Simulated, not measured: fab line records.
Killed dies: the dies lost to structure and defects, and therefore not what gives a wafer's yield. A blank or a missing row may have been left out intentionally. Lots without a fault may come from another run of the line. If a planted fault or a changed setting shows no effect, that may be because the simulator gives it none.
Comparing a struck lot with a sound one    flow gf180mcu    30 out of 602 route steps
Sound: the wafers L317.1, L317.3, L317.4. Wafers struck: L327.1, L327.4, L327.6. At the end, the cause is stated.
Per side, at each step with rows, come the tool, then ch with its chambers, and then its first start. Under that, the readings that differ: sound wafers    struck wafers    difference of the means    sigmas: that difference in standard deviations of wafers without a fault.
alike: words and numbers the same on both sides, and readings whose means are apart by under 2 such deviations; not compared: readings that were withheld, readings missing a value for some wafer, numbers with overlapping values and no deviation given by the record, and bounds like >300 which may hide the same value.
Wherever a step has rows on one side only, a row that says differs or no value, or a row with sigmas, the two part there. Numbers that have no deviation but don't overlap get no sigmas and don't part them. A reading that every wafer of one side lacks parts them only if that side has two wafers or more.

first, 3 steps without rows for these wafers: GF_PSD_EXPOSE_04 (exposes mask Pplus, target cd 400 nm); GF_PSD_PEB_05; GF_PSD_DEVELOP_06 (develop time 60 s).
GF_PSD_CD_MEAS_07 targets a cd of 400 nm.
  sound on cdSem-02 at day 16 00:41; struck on cdSem-02 at day 19 21:57
  alike: cdNm
GF_PSD_OVL_MEAS_08:
  sound on overlay-02 at day 16 00:48; struck on overlay-01 at day 19 22:04
  alike: PSD_OVL
following that, these wafers have no rows for 1 step: GF_PSD_IMPLANT_09.
GF_PSD_STRIP_10: strips in O2/N2.
  sound on plasmaAsher-02 ch 0,1, day 16 00:59; struck on plasmaAsher-02 ch 0,1, day 19 22:16
  alike: drypumpMotorCurrentA, heaterPowerW, oesProductAu, stripTimeToEndpointS
  not compared: rfHoursCounterH
GF_PSD_TW_MEAS_11:
  sound on filmMetro-01 at day 16 01:05; struck on filmMetro-01 at day 19 22:22
  alike: PSD_TW
then, 1 step without rows for these wafers: GF_PSD_CLEAN_12 (cleans in SC1/SC2, time 150 s).
GF_PSD_RTA_13: time 20 s.
  sound on rtpAnneal-01 ch 0, day 16 01:11; struck on rtpAnneal-01 ch 0, day 19 22:31
  alike: lampPowerPct, wafer_temp_C_max
GF_PSD_RS_MEAS_14: uses a four-point probe to measure.
  sound on filmMetro-02 at day 16 01:17; struck on filmMetro-04 at day 19 22:38
  alike: NSD_RS
GF_PSD_RS_MEAS_15: uses a four-point probe to measure.
  sound on filmMetro-02 at day 16 01:24; struck on filmMetro-04 at day 19 22:46
  alike: PSD_RS
GF_SAB_CVD_00: deposits SiO2 from TEOS, target thk 50 nm, time 4.9302 s.
  sound on pecvd-03 ch 0,2, day 16 01:31; struck on pecvd-01 ch 0,1,2, day 19 22:53
reading                              sound             struck             difference  sigmas
model.SiO2_of_SAB_CVD_00.thkNm (nm)  49.48 50.12 50.7  44.06 44.29 43.85  -6.03       
  alike: heaterPowerW
GF_SAB_THK_MEAS_01:
  sound on filmMetro-04 at day 16 01:32; struck on filmMetro-03 at day 19 22:54
reading              sound           struck          difference  sigmas
SAB_CVD_00_THK (nm)  49.5 50.1 50.7  44.0 44.3 43.8  -6.1        -8
then, 7 steps without rows for these wafers: GF_SAB_DEHYDRATE_02 (time 60 s); GF_SAB_HMDS_03 (prime time 60 s); GF_SAB_COAT_04 (resist thk 1000 nm); GF_SAB_SOFTBAKE_05 (time 60 s); GF_SAB_EXPOSE_06 (exposes mask SAB, target cd 420 nm); GF_SAB_PEB_07; GF_SAB_DEVELOP_08 (develop time 60 s).
GF_SAB_CD_MEAS_09 targets a cd of 420 nm.
  sound on cdSem-01 at day 17 00:14; struck on cdSem-02 at day 20 22:59
  alike: cdNm
GF_SAB_OVL_MEAS_10:
  sound on overlay-01 at day 17 00:21; struck on overlay-02 at day 20 23:06
reading       sound        struck          difference  sigmas
SAB_OVL (nm)  2.3 0.5 1.3  -1.2 -2.1 -2.5  -3.3        -2
GF_SAB_ETCH_11: etches SiO2 in C4F8/O2/Ar, target depth 55 nm, time 8.5 s.
  sound on rieDiel-04 ch 0,3, day 17 00:23; struck on rieDiel-01 ch 0,1,3, day 20 23:08
  alike: oesProductAu
  not compared: rfHoursCounterH
then, 1 step without rows for these wafers: GF_SAB_WET_ETCH_12 (etches SiO2 in dHF, target depth 22 nm, time 440 s).
GF_SAB_STRIP_13: strips in O2/N2.
  sound on plasmaAsher-01 ch 0,1, day 17 00:33; struck on plasmaAsher-01 ch 0,1, day 20 23:18
  alike: drypumpMotorCurrentA, heaterPowerW, oesProductAu, stripTimeToEndpointS
  not compared: rfHoursCounterH
then, 1 step without rows for these wafers: GF_SALICIDE_CLEAN_00 (cleans in SC1/SC2, time 150 s).
GF_SALICIDE_WET_ETCH_01: etches SiO2 in dHF, target depth 5 nm, time 100 s.
  sound on wetBench-02 ch 2, day 17 00:42; struck on wetBench-02 ch 1, day 20 23:27
reading                              sound              struck             difference  sigmas
model.SiO2_of_SAB_CVD_00.thkNm (nm)  38.83 39.45 40.05  33.51 33.72 33.27  -5.94       
GF_SALICIDE_SPUTTER_02: material Co, target thk 10 nm, time 20 s.
  sound on pvdSputter-02 at day 17 00:44; struck on pvdSputter-01 at day 20 23:29
  alike: cathodeDcPowerW, throttleValvePct
GF_PASSIVATION_PROBE_99:
  the record has rows for the sound wafers here (prober-02, day 30 18:13) and none for the struck ones

WHERE THEY PART
Earliest at GF_SAB_THK_MEAS_01; latest, in this record, at GF_PASSIVATION_PROBE_99.

WHY: what had been put in by the simulator
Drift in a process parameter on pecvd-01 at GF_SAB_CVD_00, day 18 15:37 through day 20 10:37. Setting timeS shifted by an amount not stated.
